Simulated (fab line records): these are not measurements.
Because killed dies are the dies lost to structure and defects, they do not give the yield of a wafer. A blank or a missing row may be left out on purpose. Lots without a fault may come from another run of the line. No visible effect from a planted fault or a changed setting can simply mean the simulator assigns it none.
Matching of chambers ; flow gf180mcu ; 4 sister chambers for GF_PASSIVATION_ETCH_11 on rie diel-03
The step etches the open film in CF4/O2, stops on TiN, target depth 1800 nm, time 400 s. 8 wafers are shown with their chamber, then 9 later ones without.

## WAFERS PAIRED WITH THEIR CHAMBERS
wafer;chamber;drypump motor current A (A);throttle valve pct (%)
L074.6;0;5.6;5.956
L087.5;0;5.6;5.973
L088.5;3;6.5;5.965
L091.5;1;6.5;5.970
L091.6;2;5.9;5.967
L093.1;2;5.9;5.960
L093.4;1;6.5;5.961
L093.5;3;6.6;5.962

## WAFERS WHOSE CHAMBER IS MISSING
wafer;drypump motor current A (A);throttle valve pct (%)
L094.1;6.5;5.950
L094.4;5.9;5.962
L094.6;6.5;5.966
L095.2;5.6;5.979
L095.4;5.9;5.967
L095.6;5.9;5.956
L096.2;5.9;5.973
L096.3;6.5;5.964
L096.4;6.5;5.978

## WHICH CHAMBER EACH ONE RAN IN
wafer;from the rows above;in truth
L094.1;can't be placed: 1 or 3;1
L094.4;2;2
L094.6;can't be placed: 1 or 3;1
L095.2;0;0
L095.4;2;2
L095.6;2;2
L096.2;2;2
L096.3;can't be placed: 1 or 3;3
L096.4;can't be placed: 1 or 3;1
Placed correctly: 5 of 9. These rows do not allow placing 4 (true chamber among the candidates in 4). Wrongly placed: 0.
How it was worked out, from the rows above alone: a wafer's distance from a chamber is the root of the sum, over the readings, of the square of ((its reading less the chamber's mean) divided by the reading's scatter). The wafer belongs to the nearest chamber; if the next one is less than 2 further off, it can't be placed. Each chamber's mean is taken over the wafers shown for it. The scatter is the square root of a quotient: the sum, over the shown wafers, of each reading's squared deviation from its chamber's mean, divided by wafers minus chambers.
